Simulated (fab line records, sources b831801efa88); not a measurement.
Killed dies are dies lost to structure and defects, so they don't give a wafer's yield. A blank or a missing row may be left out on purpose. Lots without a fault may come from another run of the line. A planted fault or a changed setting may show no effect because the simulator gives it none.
A struck lot beside a sound one | flow sky130 | 22 steps out of a route of 708
Sound: wafers L428.1, L428.3, L428.6. Struck: wafers L425.1, L425.2, L425.4. The cause comes at the end.
At each step with rows: each side's tool, then ch and its chambers, then its first start. Under that, the readings that differ: sound wafers | struck wafers | difference of the means | sigmas: that difference in standard deviations of wafers without a fault.
alike: readings whose means differ by less than 2 such deviations, and words and numbers that are the same on both sides. not compared: withheld readings, readings that some wafer has no value for, bounds like >300 that may hide the same value, and numbers for which the record gives no deviation and whose values overlap.
The two part at a step that has a row with sigmas, a row that says differs or no value, or rows on one side only. Numbers that don't overlap but have no deviation are shown without sigmas and don't part them. A reading that every wafer of one side lacks parts them only if that side has two wafers or more.

first, 5 steps without rows for these wafers: SKY_VT_ADJUST_HVTP_COAT_02 (resist thk 1140 nm); SKY_VT_ADJUST_HVTP_SOFTBAKE_03 (time 60 s); SKY_VT_ADJUST_HVTP_EXPOSE_04 (exposes mask HVTPM, target cd 380 nm); SKY_VT_ADJUST_HVTP_PEB_05; SKY_VT_ADJUST_HVTP_DEVELOP_06 (develop time 60 s).
SKY_VT_ADJUST_HVTP_CD_MEAS_07: target cd 380 nm.
  sound on cd_sem-01, day 9 21:13; struck on cd_sem-02, day 9 05:03
  alike: cd_nm
SKY_VT_ADJUST_HVTP_OVL_MEAS_08:
  sound on overlay-01, day 9 21:20; struck on overlay-02, day 9 05:10
  alike: VT_ADJUST_HVTP_OVL
then, 1 step without rows for these wafers: SKY_VT_ADJUST_HVTP_IMPLANT_09.
SKY_VT_ADJUST_HVTP_STRIP_10: strips in O2/N2.
  sound on plasma_asher-01 ch 0,1, day 9 21:32; struck on plasma_asher-01 ch 0,1, day 9 05:22
  alike: drypump_motor_current_A, oes_product_au, strip_time_to_endpoint_s
  not compared: rf_hours_counter_h
SKY_VT_ADJUST_HVTP_TW_MEAS_11:
  sound on film_metro-03, day 9 21:38; struck on film_metro-03, day 9 05:28
  alike: VT_ADJUST_HVTP_TW
then, 2 steps without rows for these wafers: SKY_VT_ADJUST_LVTN_DEHYDRATE_00 (time 60 s); SKY_VT_ADJUST_LVTN_HMDS_01 (prime time 60 s).
SKY_VT_ADJUST_LVTN_COAT_02: resist thk 3000 nm.
  sound on litho_track-02 ch 0, day 10 08:35; struck on litho_track-04 ch 0, day 9 15:34
  reading                                          | sound          | struck         | difference | sigmas
  model.coat_of_VT_ADJUST_LVTN_COAT_02.thk_nm (nm) | 3002 3002 3005 | 2611 2616 2614 | -389       |
  alike: dispense_pressure_kPa, spin_speed_rpm
then, 3 steps without rows for these wafers: SKY_VT_ADJUST_LVTN_SOFTBAKE_03; SKY_VT_ADJUST_LVTN_EXPOSE_04 (exposes mask NWM COMPLEMENT LESS NATIVE, target cd 840 nm); SKY_VT_ADJUST_LVTN_PEB_05.
SKY_VT_ADJUST_LVTN_DEVELOP_06: develop time 60 s.
  sound on litho_track-02 ch 0; struck on litho_track-04 ch 0
  reading                                          | sound          | struck         | difference | sigmas
  model.coat_of_VT_ADJUST_LVTN_COAT_02.thk_nm (nm) | 2998 2998 3001 | 2607 2612 2610 | -389       |
SKY_VT_ADJUST_LVTN_OVL_MEAS_07:
  sound on overlay-02, day 10 19:53; struck on overlay-02, day 10 02:40
  alike: VT_ADJUST_LVTN_OVL
then, 1 step without rows for these wafers: SKY_VT_ADJUST_LVTN_IMPLANT_08.
SKY_VT_ADJUST_LVTN_STRIP_09: strips in O2/N2.
  sound on plasma_asher-02 ch 1, day 10 20:05; struck on plasma_asher-03 ch 0,1, day 10 02:51
  reading                      | sound             | struck            | difference | sigmas
  strip_time_to_endpoint_s (s) | 36.93 36.94 36.96 | 32.47 32.52 32.49 | -4.45      | -40
  alike: drypump_motor_current_A, oes_product_au
  not compared: rf_hours_counter_h
SKY_VT_ADJUST_LVTN_TW_MEAS_10:
  sound on film_metro-03, day 10 20:11; struck on film_metro-03, day 10 02:57
  alike: VT_ADJUST_LVTN_TW
then, 1 step without rows for these wafers: SKY_PAD_OPEN_PROBE_99.

WHERE THEY PART
Only at SKY_VT_ADJUST_LVTN_STRIP_09, within this record. Later steps at which nothing parts them and some readings are alike: SKY_VT_ADJUST_LVTN_TW_MEAS_10.

WHY: what the simulator had put in
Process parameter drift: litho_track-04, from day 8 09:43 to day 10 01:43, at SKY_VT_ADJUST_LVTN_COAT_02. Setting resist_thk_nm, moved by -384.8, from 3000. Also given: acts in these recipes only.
